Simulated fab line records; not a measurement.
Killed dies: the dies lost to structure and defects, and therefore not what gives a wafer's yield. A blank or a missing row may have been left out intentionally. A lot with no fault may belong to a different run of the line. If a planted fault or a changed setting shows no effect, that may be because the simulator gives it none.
A lot that was struck, set against a sound lot | flow gf180mcu | 25 steps out of a route of 602
Sound: the wafers L898.2, L898.5, L898.6. Wafers struck: L909.3, L909.5, L909.6. At the end, the cause is stated.
Order at every step that has rows: each side's tool, ch and its chambers, its first start. Under that, the readings that differ: sound wafers | struck wafers | difference of the means | sigmas: that difference in standard deviations of wafers without a fault.
alike: same words and numbers on both sides, and readings whose means sit less than 2 such deviations apart. not compared: any withheld reading, any reading some wafer has no value for, any bound like >300 that may hide the same value, and any number with overlapping values for which the record gives no deviation.
The two part at a step that has a row with sigmas, a row that says differs or no value, or rows on one side only. Numbers that don't overlap but have no deviation are shown without sigmas and don't part them. Lack of a reading on every wafer of one side parts them only where that side has two or more wafers.

first, 1 step without rows for these wafers: GF_V4_CLEAN_20 (cleans in DIW).
GF_V4_SPUTTER_21: material Ti, target thk 15 nm, time 80.02 s.
  struck on pvd-sputter-01, day 29 01:13; sound on pvd-sputter-04, day 25 10:41
  alike: throttle-valve-pct
GF_V4_SPUTTER_22: material TiN, target thk 10 nm, time 40 s.
  struck on pvd-sputter-01, day 29 01:17; sound on pvd-sputter-04, day 25 10:45
  alike: throttle-valve-pct
then, 1 step without rows for these wafers: GF_V4_CVD_23 (deposits W, target thk 350 nm, time 104.9 s).
GF_V4_RS_MEAS_24: measures by four-point-probe.
  struck on film-metro-02, day 29 01:29; sound on film-metro-03, day 25 10:55
  alike: V4_W_RS
GF_V4_THK_MEAS_25: measures by xrf.
  struck on film-metro-02, day 29 01:35; sound on film-metro-03, day 25 11:02
  alike: V4_W_THK
GF_V4_CMP_26: polishes, stops on SiO2, t overpolish 15 s, target thk 0 nm.
  sound on cmp-02 ch 0,3, day 25 11:05; struck on cmp-02 ch 0,3, day 29 01:40
  alike: motor-current-A, overpolish-run-s, time-to-endpoint-s
GF_MIM_SPUTTER_00: material Ti, target thk 37.5 nm, time 150 s.
  struck on pvd-sputter-01, day 29 01:55; sound on pvd-sputter-03, day 25 11:23
  alike: throttle-valve-pct
GF_MIM_SPUTTER_01: material TiN, target thk 30 nm, time 25 s.
  struck on pvd-sputter-01, day 29 02:01; sound on pvd-sputter-03, day 25 11:29
  alike: throttle-valve-pct
then, 3 steps without rows for these wafers: GF_MIM_SPUTTER_02 (material AlCu, target thk 450 nm, time 23.9 s); GF_MIM_SPUTTER_03 (material Ti, target thk 10 nm, time 6.7 s); GF_MIM_SPUTTER_04 (material TiN, target thk 50 nm, time 41.7 s).
GF_MIM_CVD_05: deposits Si3N4, target thk 42 nm, time 29.086 s.
  sound on pecvd-03 ch 0,1,2, day 25 11:37; struck on pecvd-03 ch 0,1, day 29 02:10
  no value came back on the struck wafers for heater-power-outer-w (W), heater-power-w (W), susceptor-temp-C (C); on the sound wafers heater-power-outer-w (W) reads 528 405 430
then, 10 steps without rows for these wafers: GF_MIM_SPUTTER_07 (material TiN, target thk 60 nm, time 50 s); GF_MIM_SPUTTER_08 (material AlCu, target thk 200 nm, time 10.6 s); GF_MIM_SPUTTER_09 (material TiN, target thk 35 nm, time 29.2 s); GF_MIM_DEHYDRATE_12 (time 60 s); GF_MIM_HMDS_13 (prime time 60 s); GF_MIM_COAT_14 (resist thk 1000 nm); GF_MIM_SOFTBAKE_15 (time 60 s); GF_MIM_EXPOSE_16 (exposes mask FuseTop, target cd 2000 nm); GF_MIM_PEB_17; GF_MIM_DEVELOP_18 (develop time 60 s).
GF_MIM_METAL_ETCH_19: etches the open film in Cl2/BCl3, stops on Si3N4, target depth 324.5 nm, time 54.1 s.
  sound on rie-metal-03 ch 0,1, day 26 08:13; struck on rie-metal-04 ch 0, day 29 21:37
  reading                         | sound                | struck               | difference | sigmas
  oes-product-au (a.u.)           | 0.940 0.941 0.946    | 1.001 0.990 0.981    | +0.048     | +8
  throttle-valve-pct (%)          | 28.278 28.263 28.287 | 28.245 28.235 28.255 | -0.031     | -3
  model.etch.depth-nm (nm)        | 293.6 298.8 294.8    | 320.5 322 317.6      | +24.3      |
  model.MIM.feature-depth-nm (nm) | 293.7 298.8 294.8    | 320.5 322 317.6      | +24.3      |
  alike: drypump-motor-current-A
  not compared: rf-hours-counter-h
then, 1 step without rows for these wafers: GF_MIM_STRIP_20 (strips in O2/N2).

WHERE THEY PART
Earliest at GF_MIM_CVD_05; latest, in this record, at GF_MIM_METAL_ETCH_19.

WHY: what had been put in by the simulator
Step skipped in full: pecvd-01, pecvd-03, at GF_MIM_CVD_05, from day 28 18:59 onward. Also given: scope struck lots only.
